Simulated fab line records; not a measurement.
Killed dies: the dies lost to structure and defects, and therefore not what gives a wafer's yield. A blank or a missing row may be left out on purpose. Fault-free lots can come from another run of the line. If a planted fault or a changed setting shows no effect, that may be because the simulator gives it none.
Split-lot experiment    flow gf180mcu    23 wafers read across 5 lots, on a route 602 steps long

== SPLIT DETAILS ==
At GF_HV_LDD_STRIP_22 (strips in O2/N2), the setting platen-temp-c was moved away from the recipe's 250 C on 6 of the 23 wafers read, by -2.8% to +2.7%. The other wafers ran this setting at the recipe's value.

The reading comes from the split's own step.

== THE READING ==
oes-product-au, in a.u., at GF_HV_LDD_STRIP_22 (strips in O2/N2). On this fab line, fault-free wafers typically give 0.717 a.u. with a standard deviation of 0.0048 a.u.

wafer   tool, chamber at the split  platen-temp-c as run, C  against the recipe  oes-product-au, a.u.  against lot-mates on the recipe
L074.1  plasma-asher-01, 1          250                      recipe              0.722                 -
L074.2  plasma-asher-01, 0          250                      recipe              0.718                 -
L074.3  plasma-asher-01, 0          250                      recipe              0.714                 -
L074.5  plasma-asher-01, 1          250                      recipe              0.715                 -
L074.6  plasma-asher-01, 0          250                      recipe              0.725                 -
L077.2  plasma-asher-01, 1          250                      recipe              0.719                 -
L077.3  plasma-asher-01, 1          256.7                    +2.7%               0.740                 +0.021
L077.4  plasma-asher-01, 0          250                      recipe              0.716                 -
L077.5  plasma-asher-01, 1          250                      recipe              0.723                 -
L077.6  plasma-asher-01, 0          256.7                    +2.7%               0.752                 +0.033
L079.1  plasma-asher-01, 1          250                      recipe              0.717                 -
L079.2  plasma-asher-01, 0          243.1                    -2.8%               0.656                 -0.061
L079.3  plasma-asher-01, 1          250                      recipe              0.714                 -
L079.4  plasma-asher-01, 0          250                      recipe              0.720                 -
L079.5  plasma-asher-01, 0          243.1                    -2.8%               0.662                 -0.055
L080.1  plasma-asher-03, 0          250                      recipe              0.713                 -
L080.2  plasma-asher-03, 1          252.9                    +1.2%               0.750                 +0.028
L080.3  plasma-asher-03, 0          250                      recipe              0.724                 -
L080.4  plasma-asher-03, 1          252.9                    +1.2%               0.742                 +0.020
L080.6  plasma-asher-03, 0          250                      recipe              0.728                 -
L082.1  plasma-asher-03, 1          250                      recipe              0.725                 -
L082.3  plasma-asher-03, 0          250                      recipe              0.712                 -
L082.5  plasma-asher-03, 0          250                      recipe              0.709                 -

THE FIT
A straight line over all 23 wafers: oes-product-au changes by +0.0168 a.u. for each +1% of platen-temp-c; r = +0.92; the points scatter about the line by 0.0087 a.u.
The same after taking each lot's own level away (the mean of its wafers on the recipe; 23 wafers): +0.0162 a.u. for each +1%; r = +0.93; scatter 0.0081 a.u.
On that fit, the largest move of platen-temp-c shifts the reading by 0.045 a.u.
Measured against the standard deviation above, the lots' own levels, which go from 0.7153 to 0.7217 a.u., span 1.3 times it.
Consequently the slope shifts little with the lot-to-lot level, the two slopes agreeing.
Check: for one of the wafers moved furthest among these (-2.8%), held out of the fit, the line's prediction against its lot-mates is -0.041 a.u. It came out at -0.061 a.u. against them.
Tool readings at the split's step, against how far the setting was moved: oes-product-au r = +0.92; strip-time-to-endpoint-s r = -1.00.

== THESE WAFERS: OTHER SPLITS ==
Other splits were also applied to these wafers ahead of the reading. Each is held against what the fit with the lots' levels taken away leaves over:
other split on the same wafers    wafers away from the commonest value  r with oes-product-au (lot level and that fit taken away)
GF_DUAL_GATE_OXIDATION_15 temp-c  15                                    +0.15
GF_POLY_GATE_ETCH_13 bias-w       7                                     +0.24
GF_HV_LDD_EXPOSE_04 dose-mj       7                                     +0.30

== THE WHOLE CHAIN: every reading that the file lists as answering this split, in the file's order ==
step                what it does     reading                   change (the file's fit)                   r (the file's)
GF_HV_LDD_STRIP_22  strips in O2/N2  oes-product-au            +0.0161 a.u. for each +1% of the setting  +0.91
GF_HV_LDD_STRIP_22  strips in O2/N2  strip-time-to-endpoint-s  withheld for each +1% of the setting      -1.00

== FILE'S OWN FIT ==
oes-product-au changes by +0.0161 a.u. for each +1% of platen-temp-c, r = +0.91.
